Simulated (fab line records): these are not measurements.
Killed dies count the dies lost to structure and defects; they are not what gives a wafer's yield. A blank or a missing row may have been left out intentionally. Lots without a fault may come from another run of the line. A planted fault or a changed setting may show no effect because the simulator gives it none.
Which tool was responsible? -- flow sky130 -- 38 wafers from 13 lots sampled at 3 of the route's 708 steps

== WHAT THE GAUGES SHOWED, per wafer ==
SKY_CAPM_THK_MEAS_01.
lot,measured,on,CAPM_CVD_00_THK (nm)
L617,day 36 03:18,film_metro-02,15.55 15.52 15.10
L618,day 36 13:06,film_metro-02,15.41 15.04 15.66
L619,day 36 23:55,film_metro-02,15.62 15.13 15.67
L625,day 38 09:23,film_metro-02,15.27 15.59 15.73
L627,day 39 07:52,film_metro-02,15.41 15.94
L628,day 39 07:56,film_metro-01,15.30 14.86 15.58
L630,day 40 08:11,film_metro-04,15.70 15.60 16.03
L631,day 40 11:50,film_metro-02,15.44 15.24 15.63
L633,day 42 06:38,film_metro-04,15.34 15.59 15.75
L635,day 42 08:50,film_metro-01,14.96 15.05 15.34
L636,day 42 10:55,film_metro-02,15.37 14.82 15.02
L638,day 42 12:52,film_metro-01,15.98 15.26 16.10
L637,day 42 13:16,film_metro-01,15.21 15.81 15.56

== WHAT TOOL EACH LOT RAN ON (gives the tool, then ch and the chambers of the sampled wafers, and finally the start) ==
lot,SKY_METAL3_SPUTTER_02,SKY_METAL3_SPUTTER_03
L617,"pvd_sputter-03, day 36 03:10","pvd_sputter-03, day 36 03:13"
L618,"pvd_sputter-04, day 36 12:58","pvd_sputter-04, day 36 13:01"
L619,"pvd_sputter-01, day 36 23:47","pvd_sputter-01, day 36 23:49"
L625,"pvd_sputter-03, day 38 09:14","pvd_sputter-03, day 38 09:16"
L627,"pvd_sputter-03, day 39 07:44","pvd_sputter-03, day 39 07:45"
L628,"pvd_sputter-01, day 39 07:48","pvd_sputter-01, day 39 07:50"
L630,"pvd_sputter-03, day 40 08:02","pvd_sputter-03, day 40 08:05"
L631,"pvd_sputter-04, day 40 11:43","pvd_sputter-04, day 40 11:45"
L633,"pvd_sputter-04, day 42 06:29","pvd_sputter-04, day 42 06:31"
L635,"pvd_sputter-03, day 42 08:41","pvd_sputter-03, day 42 08:44"
L636,"pvd_sputter-04, day 42 10:47","pvd_sputter-04, day 42 10:50"
L638,"pvd_sputter-04, day 42 12:44","pvd_sputter-04, day 42 12:46"
L637,"pvd_sputter-03, day 42 13:07","pvd_sputter-03, day 42 13:10"
- SKY_METAL3_SPUTTER_02: material AlCu, target thk 735 nm, time 39.1 s.
- SKY_METAL3_SPUTTER_03: material Ti, target thk 5 nm, time 3.3 s.

== AS READ BY THE TOOLS THEMSELVES (means over the sampled wafers that have a number; for cases with no such wafer, the mark the record gives instead) ==
SKY_METAL3_SPUTTER_02.
lot,tool,throttle_valve_pct (%)
L617,pvd_sputter-03,30.3
L618,pvd_sputter-04,30.0
L619,pvd_sputter-01,30.8
L625,pvd_sputter-03,28.7
L627,pvd_sputter-03,29.1
L628,pvd_sputter-01,29.8
L630,pvd_sputter-03,29.1
L631,pvd_sputter-04,29.5
L633,pvd_sputter-04,30.2
L635,pvd_sputter-03,29.0
L636,pvd_sputter-04,29.2
L638,pvd_sputter-04,30.2
L637,pvd_sputter-03,28.6

SKY_METAL3_SPUTTER_03.
lot,tool,throttle_valve_pct (%)
L617,pvd_sputter-03,30.3
L618,pvd_sputter-04,30.2
L619,pvd_sputter-01,30.8
L625,pvd_sputter-03,28.6
L627,pvd_sputter-03,28.9
L628,pvd_sputter-01,29.6
L630,pvd_sputter-03,29.1
L631,pvd_sputter-04,29.3
L633,pvd_sputter-04,30.3
L635,pvd_sputter-03,29.1
L636,pvd_sputter-04,29.3
L638,pvd_sputter-04,30.2
L637,pvd_sputter-03,28.6

== THE ANSWER, worked out from the rows above alone ==
Rule: the usual values come from the lots themselves. Put in order of their means at a reading, lots are off if they are a third of the lots or fewer, leave a main group of 4 or more, and stand apart from it by a gap of 3 or more times the standard deviation of the main group's means; of several such gaps the widest counts. If all means in a main group match to the digits the tables above print for the reading, that group is not used. Also off: a lot with no number at a reading for which 4 or more lots have one. All remaining lots with rows at the step are treated as sound. After the gauges, taken in route order, come the tools' own readings; for these a lot's mean is taken, as printed above. At the first step where some lot is off, the reading lying furthest off is the one used; lots without a number count as furthest.
Across all readings shown, no lot is off: no conclusion can be drawn from this.

== WHAT WAS PUT IN BY THE SIMULATOR ==
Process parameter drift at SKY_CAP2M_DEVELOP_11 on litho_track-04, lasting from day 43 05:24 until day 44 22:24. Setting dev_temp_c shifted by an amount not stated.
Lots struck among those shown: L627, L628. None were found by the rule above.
